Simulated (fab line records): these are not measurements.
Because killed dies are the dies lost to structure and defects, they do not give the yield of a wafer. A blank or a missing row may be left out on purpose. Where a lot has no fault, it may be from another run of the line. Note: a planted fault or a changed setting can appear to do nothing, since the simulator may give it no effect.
The same fault as seen by 2 desks -- flow sky130 -- each desk has only its own numbers; what lay behind them comes last

== FROM THE METROLOGY DESK ==
What the gauges read for every lot (on any tool): the sampled wafers with a number, averaged. If a lot's mean is further than 4 standard deviations from the usual mean, the lot is out of limits and carries the mark OUT (the distance appears in the brackets).
Columns: A = VIA4_W_RS at SKY_VIA4_RS_MEAS_19, usual 0.227 ohm/sq; B = VIA4_W_THK at SKY_VIA4_THK_MEAS_20, usual 491 nm
lot,first seen here,A,B
L204,day 44 21:21,0.221,505
L205,day 45 00:49,0.229,486
L207,day 45 09:52,0.225,496
L209,day 45 12:41,0.227,494
L226,day 50 11:33,0.226,492
L225,day 50 12:29,0.231,481
This desk found nothing out of limits on any of the 6 lots.

== DESK OF THE TOOL OWNER: pvd_sputter-02 ==
The tool's own readings at SKY_METAL5_SPUTTER_03 (material Ti, target thk 5 nm, time 3.3 s): means of the sampled wafers that have a number, for each lot that ran on this tool. If a lot's mean is further than 4 standard deviations from the usual mean, the lot is out of limits and carries the mark OUT (the distance appears in the brackets).
Columns: A = throttle_valve_pct at SKY_METAL5_SPUTTER_03, usual 29.8 %
lot,first seen here,A
L204,day 44 21:56,30.0
L207,day 45 10:26,29.1
L209,day 45 13:12,29.7
This desk found nothing out of limits on any of the 3 lots.

== BROUGHT TOGETHER ==
From the metrology desk's view, nothing was out of limits.
The tool owner's desk saw nothing out of limits.

== WHAT THE SIMULATOR HAD PUT IN ==
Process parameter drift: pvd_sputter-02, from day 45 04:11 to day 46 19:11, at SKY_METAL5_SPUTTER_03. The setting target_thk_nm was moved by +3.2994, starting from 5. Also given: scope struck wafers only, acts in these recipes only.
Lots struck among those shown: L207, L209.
